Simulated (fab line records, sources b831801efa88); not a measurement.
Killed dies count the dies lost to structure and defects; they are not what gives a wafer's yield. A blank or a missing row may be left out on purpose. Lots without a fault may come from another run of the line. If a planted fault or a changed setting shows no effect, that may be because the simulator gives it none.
fab line records -- flow gf180mcu -- part 1 of 2: steps 1 to 26 of 38
record: lots: 5, wafers: 15, last-day: 34
route steps=602 shown CONTACT@306 M1@315 V1@335
lots that met no fault: taken from a fault-free run of the same line
start-h: the number of hours between the record's first day and the start of the first shown wafer of the lot -- wait-h: hours from the lot's prior step to this one -- " identical to the entry in the row above -- L1.1+2: one row covering several wafers at once -- - no value, or no start was given -- * or withheld: withheld -- < > ~ a bound
route shown NAME@n: NAME is a module with steps in the file, n the number in the route of the first one -- usual: mean/standard deviation taken from wafers without a fault -- same: alike in all rows -- chamber/n: place in a boat -- sites: the reading at each site -- _std_site: standard deviation across them -- _edge_site: outer sites' mean less inner sites' -- radius-mm: how far each site lies from the wafer's centre -- mask NAME#n: copy n -- behind: the most recent tool/chamber to have shaped the wafer -- hold: why the lot went on hold/how many hours it stayed there/how the hold came to an end -- device: names the non-switching transistor (n, p or np) -- end of line: tests run on the same wafers once the route is complete -- a step without rows: its recipe alone -- killed: dies lost to structure and defects at the first sort, not the wafer's yield -- map: the dies of a wafer, with x for killed, . for not killed, _ for no die there
set.NAME: setting as actually run; set.NAME@STEP: the setting as run at that earlier step -- model.NAME: the simulator's own value behind a step, which no gauge read
lots at some steps of the route; a table a step, a row a wafer
services: a tool's chamber out of use, with start hour (start-h, from the record's first day; less than 0 if before it), hours out, and reason
== steps ==
step: GF_CONTACT_CLEAN_19
recipe: chemistry: SPM
lot.wafer,tool,chamber,start-h,wait-h
L075.1+2+4,wet-bench-01,3,369.66,0.1
L088.1+2+5,wet-bench-03,1,487.40,0.1
L094.2+4+5,wet-bench-04,3,532.10,0.1
L095.1+2+4,wet-bench-03,3,541.15,0.1
L097.2+4+6,wet-bench-04,3,560.56,0.1
step: GF_CONTACT_CLEAN_20
recipe: chemistry: DIW
lot.wafer,tool,chamber,start-h,wait-h
L075.1+2+4,wet-bench-03,1,369.75,0.0
L088.1+2+5,wet-bench-01,3,487.49,0.0
L094.2+4+5,wet-bench-01,0,532.19,0.0
L095.1+2+4,wet-bench-04,1,541.24,0.0
L097.2+4+6,wet-bench-01,3,560.65,0.0
step: GF_CONTACT_CLEAN_21
recipe: chemistry: dHF, time-s: 20, dilution: 100:1, dry: ipa-marangoni
lot.wafer,tool,chamber,start-h,wait-h
L075.1+2+4,wet-bench-01,0,369.85,0.0
L088.1+2+5,wet-bench-04,2,487.59,0.0
L094.2+4+5,wet-bench-03,2,532.28,0.0
L095.1+2+4,wet-bench-01,2,541.33,0.0
L097.2+4+6,wet-bench-03,1,560.74,0.0
step: GF_CONTACT_SPUTTER_22
recipe: material: Ti, target-thk-nm: 15, chamber-pressure-pa: 5, power-w: 2500, substrate-temp-c: 200, time-s: 80.02
usual: substrate-temp-c: 199.99/0.17, throttle-valve-pct: 29.9/0.81
lot.wafer,tool,chamber,start-h,wait-h,substrate-temp-c,throttle-valve-pct
L075.1,pvd-sputter-03,-,369.86,0.0,199.99,30.2
L075.2,pvd-sputter-03,-,369.86,0.0,199.94,30.4
L075.4,pvd-sputter-03,-,369.86,0.0,200.06,28.9
L088.1,pvd-sputter-04,-,487.61,0.0,200.01,29.8
L088.2,pvd-sputter-04,-,487.61,0.0,199.86,30.8
L088.5,pvd-sputter-04,-,487.61,0.0,200.11,30.5
L094.2,pvd-sputter-03,-,532.30,0.0,200.00,30.4
L094.4,pvd-sputter-03,-,532.30,0.0,200.29,29.2
L094.5,pvd-sputter-03,-,532.30,0.0,199.84,30.8
L095.1,pvd-sputter-04,-,541.35,0.0,200.00,31.0
L095.2,pvd-sputter-04,-,541.35,0.0,199.97,30.2
L095.4,pvd-sputter-04,-,541.35,0.0,200.00,30.8
L097.2,pvd-sputter-01,-,560.75,0.0,199.96,29.2
L097.4,pvd-sputter-01,-,560.75,0.0,199.82,28.6
L097.6,pvd-sputter-01,-,560.75,0.0,199.94,28.4
step: GF_CONTACT_SPUTTER_23
recipe: material: TiN, target-thk-nm: 10, chamber-pressure-pa: 5, power-w: 4000, time-s: 40
usual: throttle-valve-pct: 30.0/0.81
lot.wafer,tool,chamber,start-h,wait-h,throttle-valve-pct
L075.1,pvd-sputter-03,-,369.93,0.0,30.3
L075.2,pvd-sputter-03,-,369.93,0.0,30.5
L075.4,pvd-sputter-03,-,369.93,0.0,29.1
L088.1,pvd-sputter-04,-,487.67,0.0,30.2
L088.2,pvd-sputter-04,-,487.67,0.0,30.9
L088.5,pvd-sputter-04,-,487.67,0.0,30.5
L094.2,pvd-sputter-03,-,532.36,0.0,30.4
L094.4,pvd-sputter-03,-,532.36,0.0,28.9
L094.5,pvd-sputter-03,-,532.36,0.0,30.6
L095.1,pvd-sputter-04,-,541.41,0.0,31.1
L095.2,pvd-sputter-04,-,541.41,0.0,29.9
L095.4,pvd-sputter-04,-,541.41,0.0,30.8
L097.2,pvd-sputter-01,-,560.81,0.0,29.2
L097.4,pvd-sputter-01,-,560.81,0.0,28.5
L097.6,pvd-sputter-01,-,560.81,0.0,28.6
step: GF_CONTACT_CVD_24
recipe: material: W, target-thk-nm: 300, time-s: 90.339, temp-c: 400, pressure-torr: 40
usual: heater-power-w: 923/91, susceptor-temp-C: 400.02/0.23
lot.wafer,tool,chamber,start-h,wait-h,heater-power-w,susceptor-temp-C
L075.1,cvd-w-02,0,369.96,0.0,980,400.44
L075.2,cvd-w-02,1,369.96,0.0,803,399.70
L075.4,cvd-w-02,0,369.96,0.0,1035,400.02
L088.1,cvd-w-01,1,487.71,0.0,1000,399.71
L088.2,cvd-w-01,0,487.71,0.0,883,400.21
L088.5,cvd-w-01,0,487.71,0.0,856,399.64
L094.2,cvd-w-01,1,532.40,0.0,1012,399.97
L094.4,cvd-w-01,1,532.40,0.0,1017,400.07
L094.5,cvd-w-01,0,532.40,0.0,861,400.13
L095.1,cvd-w-01,0,541.45,0.0,875,400.11
L095.2,cvd-w-01,1,541.45,0.0,1012,400.12
L095.4,cvd-w-01,1,541.45,0.0,1024,399.90
L097.2,cvd-w-01,0,560.85,0.0,881,400.03
L097.4,cvd-w-01,0,560.85,0.0,879,400.17
L097.6,cvd-w-01,1,560.85,0.0,1007,400.04
step: GF_CONTACT_RS_MEAS_25
recipe: thk-meas-gauge: four-point-probe, reads: W_of_CONTACT_CVD_24+TiN_of_CONTACT_SPUTTER_23+Ti_of_CONTACT_SPUTTER_22
usual: CONTACT_W_RS: 0.383/0.0039
lot.wafer,tool,chamber,start-h,wait-h,CONTACT_W_RS[ohm/sq]
L075.1,film-metro-01,-,370.06,0.1,0.381
L075.2,film-metro-01,-,370.06,0.1,0.383
L075.4,film-metro-01,-,370.06,0.1,0.379
L088.1,film-metro-02,-,487.81,0.1,0.384
L088.2,film-metro-02,-,487.81,0.1,0.385
L088.5,film-metro-02,-,487.81,0.1,0.387
L094.2,film-metro-04,-,532.52,0.1,0.384
L094.4,film-metro-04,-,532.52,0.1,0.380
L094.5,film-metro-04,-,532.52,0.1,0.383
L095.1,film-metro-02,-,541.55,0.1,0.383
L095.2,film-metro-02,-,541.55,0.1,0.379
L095.4,film-metro-02,-,541.55,0.1,0.380
L097.2,film-metro-02,-,560.97,0.1,0.386
L097.4,film-metro-02,-,560.97,0.1,0.381
L097.6,film-metro-02,-,560.97,0.1,0.381
step: GF_CONTACT_THK_MEAS_26
recipe: thk-meas-gauge: xrf, reads: W_of_CONTACT_CVD_24
usual: CONTACT_W_THK: 292/3.2
lot.wafer,tool,chamber,start-h,wait-h,CONTACT_W_THK[nm]
L075.1,film-metro-01,-,370.18,0.1,292
L075.2,film-metro-01,-,370.18,0.1,293
L075.4,film-metro-01,-,370.18,0.1,295
L088.1,film-metro-02,-,487.93,0.1,293
L088.2,film-metro-02,-,487.93,0.1,292
L088.5,film-metro-02,-,487.93,0.1,292
L094.2,film-metro-04,-,532.63,0.1,294
L094.4,film-metro-04,-,532.63,0.1,296
L094.5,film-metro-04,-,532.63,0.1,294
L095.1,film-metro-02,-,541.67,0.1,293
L095.2,film-metro-02,-,541.67,0.1,293
L095.4,film-metro-02,-,541.67,0.1,295
L097.2,film-metro-02,-,561.08,0.1,290
L097.4,film-metro-02,-,561.08,0.1,294
L097.6,film-metro-02,-,561.08,0.1,292
step: GF_CONTACT_CMP_27
recipe: stop-on: SiO2, down-force-psi: 3.5, platen-rpm: 60, t-overpolish-s: 15, target-thk-nm: 0, pad-velocity-m-s: 0.94248
usual: head-pressure-psi: 3.499/0.0079, motor-current-A: 11.5/1, overpolish-run-s: 14.998/0.0087, time-to-endpoint-s: 73.5/2.1
lot.wafer,tool,chamber,start-h,wait-h,head-pressure-psi,motor-current-A,overpolish-run-s,time-to-endpoint-s
L075.1,cmp-02,1,370.29,0.1,3.501,10.9,14.995,74.7
L075.4,cmp-02,2,370.29,0.1,3.487,12.7,14.999,69.5
L075.2,cmp-02,3,370.29,0.1,3.503,12.3,14.995,74.9
L088.2,cmp-02,0,487.99,0.0,3.503,10.3,15.003,68.5
L088.1,cmp-02,1,487.99,0.0,3.516,11.2,14.992,68.5
L088.5,cmp-02,1,487.99,0.0,3.496,10.8,14.975,74.5
L094.4,cmp-01,0,532.68,0.0,3.500,11.2,14.989,75.9
L094.2,cmp-01,3,532.68,0.0,3.497,10.3,14.995,76.5
L094.5,cmp-01,0,532.68,0.0,3.501,11.6,14.986,76.0
L095.4,cmp-01,2,541.73,0.0,3.502,13.3,15.007,73.4
L095.1,cmp-01,0,541.73,0.0,3.507,11.3,14.982,74.7
L095.2,cmp-01,1,541.73,0.0,3.496,11.2,14.997,71.3
L097.4,cmp-02,0,561.13,0.0,3.493,11.3,15.012,72.1
L097.2,cmp-02,3,561.13,0.0,3.508,11.9,14.988,73.0
L097.6,cmp-02,0,561.13,0.0,3.485,10.8,15.005,69.8
step: GF_M1_SPUTTER_00
recipe: material: Ti, target-thk-nm: 37.5, arriving-ion-energy-ev: 80, substrate-temp-c: 200, chamber-pressure-pa: 2, power-w: 4000, time-s: 150
usual: substrate-temp-c: 200.00/0.17, throttle-valve-pct: 30.1/0.88
lot.wafer,tool,chamber,start-h,wait-h,substrate-temp-c,throttle-valve-pct
L075.1,pvd-sputter-04,-,370.54,0.2,200.07,30.3
L075.2,pvd-sputter-04,-,370.54,0.2,199.68,30.3
L075.4,pvd-sputter-04,-,370.54,0.2,200.03,30.2
L088.1,pvd-sputter-03,-,488.31,0.2,200.01,29.0
L088.2,pvd-sputter-03,-,488.31,0.2,199.92,30.5
L088.5,pvd-sputter-03,-,488.31,0.2,199.95,30.7
L094.2,pvd-sputter-04,-,532.98,0.1,199.76,29.8
L094.4,pvd-sputter-04,-,532.98,0.1,200.15,31.0
L094.5,pvd-sputter-04,-,532.98,0.1,199.96,29.8
L095.1,pvd-sputter-03,-,542.03,0.1,199.85,29.2
L095.2,pvd-sputter-03,-,542.03,0.1,200.08,30.5
L095.4,pvd-sputter-03,-,542.03,0.1,200.12,30.8
L097.2,pvd-sputter-03,-,561.43,0.1,199.84,30.9
L097.4,pvd-sputter-03,-,561.43,0.1,200.04,30.3
L097.6,pvd-sputter-03,-,561.43,0.1,200.08,30.8
step: GF_M1_SPUTTER_01
recipe: material: TiN, target-thk-nm: 30, power-w: 6500, time-s: 25.93, chamber-pressure-pa: 0.4
usual: throttle-valve-pct: 30.1/0.86
lot.wafer,tool,chamber,start-h,wait-h,throttle-valve-pct
L075.1,pvd-sputter-04,-,370.64,0.1,31.1
L075.2,pvd-sputter-04,-,370.64,0.1,30.6
L075.4,pvd-sputter-04,-,370.64,0.1,30.0
L088.1,pvd-sputter-03,-,488.41,0.1,29.0
L088.2,pvd-sputter-03,-,488.41,0.1,30.1
L088.5,pvd-sputter-03,-,488.41,0.1,30.4
L094.2,pvd-sputter-04,-,533.08,0.1,30.1
L094.4,pvd-sputter-04,-,533.08,0.1,30.8
L094.5,pvd-sputter-04,-,533.08,0.1,30.1
L095.1,pvd-sputter-03,-,542.13,0.1,28.9
L095.2,pvd-sputter-03,-,542.13,0.1,30.6
L095.4,pvd-sputter-03,-,542.13,0.1,30.7
L097.2,pvd-sputter-03,-,561.53,0.1,30.9
L097.4,pvd-sputter-03,-,561.53,0.1,30.3
L097.6,pvd-sputter-03,-,561.53,0.1,30.8
step: GF_M1_SPUTTER_02
recipe: material: AlCu, target-thk-nm: 450, power-w: 10600, time-s: 23.9, chamber-pressure-pa: 0.4
usual: throttle-valve-pct: 30.1/0.86
lot.wafer,tool,chamber,start-h,wait-h,throttle-valve-pct
L075.1,pvd-sputter-04,-,370.67,0.0,30.9
L075.2,pvd-sputter-04,-,370.67,0.0,30.5
L075.4,pvd-sputter-04,-,370.67,0.0,30.0
L088.1,pvd-sputter-03,-,488.44,0.0,29.0
L088.2,pvd-sputter-03,-,488.44,0.0,30.3
L088.5,pvd-sputter-03,-,488.44,0.0,30.5
L094.2,pvd-sputter-04,-,533.11,0.0,30.4
L094.4,pvd-sputter-04,-,533.11,0.0,31.3
L094.5,pvd-sputter-04,-,533.11,0.0,29.7
L095.1,pvd-sputter-03,-,542.16,0.0,29.3
L095.2,pvd-sputter-03,-,542.16,0.0,30.1
L095.4,pvd-sputter-03,-,542.16,0.0,30.8
L097.2,pvd-sputter-03,-,561.56,0.0,30.9
L097.4,pvd-sputter-03,-,561.56,0.0,29.9
L097.6,pvd-sputter-03,-,561.56,0.0,30.9
step: GF_M1_SPUTTER_03
recipe: material: Ti, target-thk-nm: 10, substrate-temp-c: 300, chamber-pressure-pa: 0.3, power-w: 3000, time-s: 6.7
usual: substrate-temp-c: 299.97/0.21, throttle-valve-pct: 30.1/0.87
lot.wafer,tool,chamber,start-h,wait-h,substrate-temp-c,throttle-valve-pct
L075.1,pvd-sputter-04,-,370.70,0.0,300.05,30.6
L075.2,pvd-sputter-04,-,370.70,0.0,300.22,30.5
L075.4,pvd-sputter-04,-,370.70,0.0,300.01,30.0
L088.1,pvd-sputter-03,-,488.47,0.0,299.92,28.9
L088.2,pvd-sputter-03,-,488.47,0.0,300.06,30.2
L088.5,pvd-sputter-03,-,488.47,0.0,300.05,30.4
L094.2,pvd-sputter-04,-,533.14,0.0,300.29,29.9
L094.4,pvd-sputter-04,-,533.14,0.0,299.87,31.4
L094.5,pvd-sputter-04,-,533.14,0.0,300.36,29.8
L095.1,pvd-sputter-03,-,542.19,0.0,299.98,29.1
L095.2,pvd-sputter-03,-,542.19,0.0,300.34,30.7
L095.4,pvd-sputter-03,-,542.19,0.0,299.76,30.6
L097.2,pvd-sputter-03,-,561.59,0.0,299.88,31.1
L097.4,pvd-sputter-03,-,561.59,0.0,300.03,29.9
L097.6,pvd-sputter-03,-,561.59,0.0,299.76,30.7
step: GF_M1_SPUTTER_04
recipe: material: TiN, target-thk-nm: 50, power-w: 6500, time-s: 41.7, chamber-pressure-pa: 0.4
usual: throttle-valve-pct: 30.1/0.88
lot.wafer,tool,chamber,start-h,wait-h,throttle-valve-pct
L075.1,pvd-sputter-04,-,370.73,0.0,30.7
L075.2,pvd-sputter-04,-,370.73,0.0,30.4
L075.4,pvd-sputter-04,-,370.73,0.0,30.0
L088.1,pvd-sputter-03,-,488.49,0.0,29.0
L088.2,pvd-sputter-03,-,488.49,0.0,30.5
L088.5,pvd-sputter-03,-,488.49,0.0,30.2
L094.2,pvd-sputter-04,-,533.16,0.0,30.1
L094.4,pvd-sputter-04,-,533.16,0.0,31.2
L094.5,pvd-sputter-04,-,533.16,0.0,30.0
L095.1,pvd-sputter-03,-,542.21,0.0,29.3
L095.2,pvd-sputter-03,-,542.21,0.0,30.8
L095.4,pvd-sputter-03,-,542.21,0.0,30.9
L097.2,pvd-sputter-03,-,561.61,0.0,31.0
L097.4,pvd-sputter-03,-,561.61,0.0,30.5
L097.6,pvd-sputter-03,-,561.61,0.0,30.7
step: GF_M1_RS_MEAS_05
recipe: thk-meas-gauge: four-point-probe, reads: TiN_of_M1_SPUTTER_04+Ti_of_M1_SPUTTER_03+AlCu_of_M1_SPUTTER_02+TiN_of_M1_SPUTTER_01+Ti_of_M1_SPUTTER_00
usual: M1_ALCU_RS: 0.0697/0.00057
lot.wafer,tool,chamber,start-h,wait-h,M1_ALCU_RS[ohm/sq]
L075.1,film-metro-03,-,370.77,0.0,0.0690
L075.2,film-metro-03,-,370.77,0.0,0.0702
L075.4,film-metro-03,-,370.77,0.0,0.0696
L088.1,film-metro-01,-,488.53,0.0,0.0705
L088.2,film-metro-01,-,488.53,0.0,0.0698
L088.5,film-metro-01,-,488.53,0.0,0.0701
L094.2,film-metro-04,-,533.22,0.0,0.0692
L094.4,film-metro-04,-,533.22,0.0,0.0689
L094.5,film-metro-04,-,533.22,0.0,0.0693
L095.1,film-metro-01,-,542.25,0.0,0.0702
L095.2,film-metro-01,-,542.25,0.0,0.0708
L095.4,film-metro-01,-,542.25,0.0,0.0705
L097.2,film-metro-04,-,561.67,0.0,0.0688
L097.4,film-metro-04,-,561.67,0.0,0.0683
L097.6,film-metro-04,-,561.67,0.0,0.0690
step: GF_M1_THK_MEAS_06
recipe: thk-meas-gauge: xrf, reads: AlCu_of_M1_SPUTTER_02
usual: M1_ALCU_THK: 449/4
lot.wafer,tool,chamber,start-h,wait-h,M1_ALCU_THK[nm]
L075.1,film-metro-03,-,370.89,0.1,455
L075.2,film-metro-03,-,370.89,0.1,449
L075.4,film-metro-03,-,370.89,0.1,451
L088.1,film-metro-01,-,488.65,0.1,450
L088.2,film-metro-01,-,488.65,0.1,452
L088.5,film-metro-01,-,488.65,0.1,452
L094.2,film-metro-04,-,533.33,0.1,450
L094.4,film-metro-04,-,533.33,0.1,452
L094.5,film-metro-04,-,533.33,0.1,452
L095.1,film-metro-01,-,542.37,0.1,446
L095.2,film-metro-01,-,542.37,0.1,445
L095.4,film-metro-01,-,542.37,0.1,443
L097.2,film-metro-04,-,561.78,0.1,458
L097.4,film-metro-04,-,561.78,0.1,460
L097.6,film-metro-04,-,561.78,0.1,454
step: GF_M1_DEHYDRATE_07
recipe: temp-c: 200, time-s: 60
usual: plate-temp-C: 200.00/0.16
lot.wafer,tool,chamber,start-h,wait-h,plate-temp-C
L075.1,litho-track-02,0,381.29,10.4,200.13
L075.2,litho-track-02,0,381.29,10.4,200.09
L075.4,litho-track-02,0,381.29,10.4,200.22
L088.1,litho-track-01,0,500.19,11.5,199.54
L088.2,litho-track-01,0,500.19,11.5,199.60
L088.5,litho-track-01,0,500.19,11.5,199.85
L094.2,litho-track-01,0,544.36,11.0,199.86
L094.4,litho-track-01,0,544.36,11.0,200.04
L094.5,litho-track-01,0,544.36,11.0,200.03
L095.1,litho-track-04,0,553.03,10.7,200.38
L095.2,litho-track-04,0,553.03,10.7,200.13
L095.4,litho-track-04,0,553.03,10.7,200.15
L097.2,litho-track-02,0,571.76,10.0,200.36
L097.4,litho-track-02,0,571.76,10.0,199.99
L097.6,litho-track-02,0,571.76,10.0,199.78
step: GF_M1_HMDS_08
recipe: prime-time-s: 60, prime-temp-c: 120
lot.wafer,tool,chamber,start-h,wait-h
L075.1+2+4,litho-track-02,0,381.44,0.1
L088.1+2+5,litho-track-01,0,500.34,0.1
L094.2+4+5,litho-track-01,0,544.51,0.1
L095.1+2+4,litho-track-04,0,553.18,0.1
L097.2+4+6,litho-track-02,0,571.91,0.1
step: GF_M1_COAT_09
recipe: resist: KrF, spin-rpm: withheld, resist-thk-nm: 1000
lot.wafer,tool,chamber,start-h,wait-h
L075.1+2+4,litho-track-02,0,381.59,0.1
L088.1+2+5,litho-track-01,0,500.49,0.1
L094.2+4+5,litho-track-01,0,544.66,0.1
L095.1+2+4,litho-track-04,0,553.33,0.1
L097.2+4+6,litho-track-02,0,572.06,0.1
step: GF_M1_SOFTBAKE_10
recipe: temp-c: 130, time-s: 60, resist: KrF
usual: plate-temp-C: 129.98/0.13
lot.wafer,tool,chamber,start-h,wait-h,plate-temp-C
L075.1,litho-track-02,0,381.74,0.1,130.07
L075.2,litho-track-02,0,381.74,0.1,129.97
L075.4,litho-track-02,0,381.74,0.1,130.19
L088.1,litho-track-01,0,500.64,0.1,130.05
L088.2,litho-track-01,0,500.64,0.1,130.28
L088.5,litho-track-01,0,500.64,0.1,129.94
L094.2,litho-track-01,0,544.81,0.1,129.84
L094.4,litho-track-01,0,544.81,0.1,130.02
L094.5,litho-track-01,0,544.81,0.1,129.89
L095.1,litho-track-04,0,553.48,0.1,130.01
L095.2,litho-track-04,0,553.48,0.1,130.02
L095.4,litho-track-04,0,553.48,0.1,130.20
L097.2,litho-track-02,0,572.21,0.1,130.11
L097.4,litho-track-02,0,572.21,0.1,130.12
L097.6,litho-track-02,0,572.21,0.1,129.87
step: GF_M1_EXPOSE_11
recipe: mask-id: Metal1, target-cd-nm: 230, na: 0.68, source-shape: conventional, sigma-outer: 0.6, dose-mj: 28
lot.wafer,tool,chamber,start-h,wait-h,mask
L075.1+2+4,krf-scanner-02,0,-,-,Metal1#0
L088.1+2+5,krf-scanner-02,0,-,-,Metal1#0
L094.2+4+5,krf-scanner-02,0,-,-,Metal1#0
L095.1+2+4,krf-scanner-02,0,-,-,Metal1#0
L097.2+4+6,krf-scanner-02,0,-,-,Metal1#0
step: GF_M1_PEB_12
recipe: peb-temp-c: 135, peb-time-s: 90, resist: KrF
usual: plate-temp-C: 135.02/0.14
lot.wafer,tool,chamber,start-h,wait-h,plate-temp-C
L075.1,litho-track-04,0,-,-,135.05
L075.2,litho-track-04,0,-,-,134.98
L075.4,litho-track-04,0,-,-,134.89
L088.1,litho-track-01,0,-,-,135.02
L088.2,litho-track-01,0,-,-,134.91
L088.5,litho-track-01,0,-,-,134.84
L094.2,litho-track-01,0,-,-,134.94
L094.4,litho-track-01,0,-,-,135.00
L094.5,litho-track-01,0,-,-,135.11
L095.1,litho-track-01,0,-,-,135.34
L095.2,litho-track-01,0,-,-,135.26
L095.4,litho-track-01,0,-,-,135.07
L097.2,litho-track-02,0,-,-,135.24
L097.4,litho-track-02,0,-,-,135.32
L097.6,litho-track-02,0,-,-,135.02
step: GF_M1_DEVELOP_13
recipe: develop-time-s: 60, dev-temp-c: 21
lot.wafer,tool,chamber,start-h,wait-h
L075.1+2+4,litho-track-04,0,393.08,0.2
L088.1+2+5,litho-track-01,0,512.69,0.2
L094.2+4+5,litho-track-01,0,555.46,0.2
L095.1+2+4,litho-track-01,0,564.09,0.2
L097.2+4+6,litho-track-02,0,583.91,0.2
step: GF_M1_CD_MEAS_14
recipe: target-cd-nm: 230
usual: cd-nm: 229.8/1.3
lot.wafer,tool,chamber,start-h,wait-h,cd-nm
L075.1,cd-sem-02,-,393.25,0.1,229.8
L075.2,cd-sem-02,-,393.25,0.1,229.1
L075.4,cd-sem-02,-,393.25,0.1,229.2
L088.1,cd-sem-01,-,512.90,0.2,231.1
L088.2,cd-sem-01,-,512.90,0.2,231.8
L088.5,cd-sem-01,-,512.90,0.2,232.8
L094.2,cd-sem-02,-,555.61,0.1,232.9
L094.4,cd-sem-02,-,555.61,0.1,232.5
L094.5,cd-sem-02,-,555.61,0.1,231.7
L095.1,cd-sem-01,-,564.24,0.1,230.5
L095.2,cd-sem-01,-,564.24,0.1,230.4
L095.4,cd-sem-01,-,564.24,0.1,229.8
L097.2,cd-sem-01,-,584.06,0.1,230.2
L097.4,cd-sem-01,-,584.06,0.1,231.2
L097.6,cd-sem-01,-,584.06,0.1,231.3
step: GF_M1_OVL_MEAS_15
usual: M1_OVL: 0/5.9
lot.wafer,tool,chamber,start-h,wait-h,M1_OVL[nm]
L075.1,overlay-02,-,393.37,0.1,-10
L075.2,overlay-02,-,393.37,0.1,-4
L075.4,overlay-02,-,393.37,0.1,-2
L088.1,overlay-01,-,513.02,0.1,4
L088.2,overlay-01,-,513.02,0.1,0
L088.5,overlay-01,-,513.02,0.1,-1
L094.2,overlay-02,-,555.71,0.1,-4
L094.4,overlay-02,-,555.71,0.1,-6
L094.5,overlay-02,-,555.71,0.1,-1
L095.1,overlay-01,-,564.36,0.1,-2
L095.2,overlay-01,-,564.36,0.1,7
L095.4,overlay-01,-,564.36,0.1,0
L097.2,overlay-02,-,584.16,0.1,-8
L097.4,overlay-02,-,584.16,0.1,-8
L097.6,overlay-02,-,584.16,0.1,-8
step: GF_M1_METAL_ETCH_16
recipe: chemistry: Cl2/BCl3, mask-material: KrF, target-depth-nm: 750.8, stop-on: SiO2, pressure-mtorr: 8, icp-w: 800, bias-w: 140, Cl2_flow_sccm: 80, bcl3-flow-sccm: 40, time-s: 125.1
usual: drypump-motor-current-A: 5.3/0.36, oes-product-au: 0.989/0.0048, throttle-valve-pct: 28.231/0.0099
lot.wafer,tool,chamber,start-h,wait-h,drypump-motor-current-A,oes-product-au,rf-hours-counter-h,throttle-valve-pct
L075.1,rie-metal-01,1,393.41,0.0,5.0,0.987,10,28.244
L075.2,rie-metal-01,0,393.41,0.0,5.6,0.994,7,28.229
L075.4,rie-metal-01,0,393.41,0.0,5.6,0.985,-,28.225
L088.1,rie-metal-03,0,513.06,0.0,6.1,0.994,8,28.228
L088.2,rie-metal-03,1,513.06,0.0,5.8,0.990,12,28.226
L088.5,rie-metal-03,0,513.06,0.0,6.1,0.989,-,28.229
L094.2,rie-metal-03,1,555.74,0.0,5.8,0.993,13,28.244
L094.4,rie-metal-03,1,555.74,0.0,5.8,0.990,-,28.229
L094.5,rie-metal-03,0,555.74,0.0,6.1,0.990,-,28.249
L095.1,rie-metal-04,1,564.39,0.0,5.0,0.994,8,28.237
L095.2,rie-metal-04,0,564.39,0.0,5.2,1.000,3,28.220
L095.4,rie-metal-04,0,564.39,0.0,5.2,0.992,-,28.223
L097.2,rie-metal-04,0,584.19,0.0,5.2,0.988,3,28.223
L097.4,rie-metal-04,0,584.19,0.0,5.2,0.988,-,28.242
L097.6,rie-metal-04,0,584.19,0.0,5.2,0.994,-,28.226
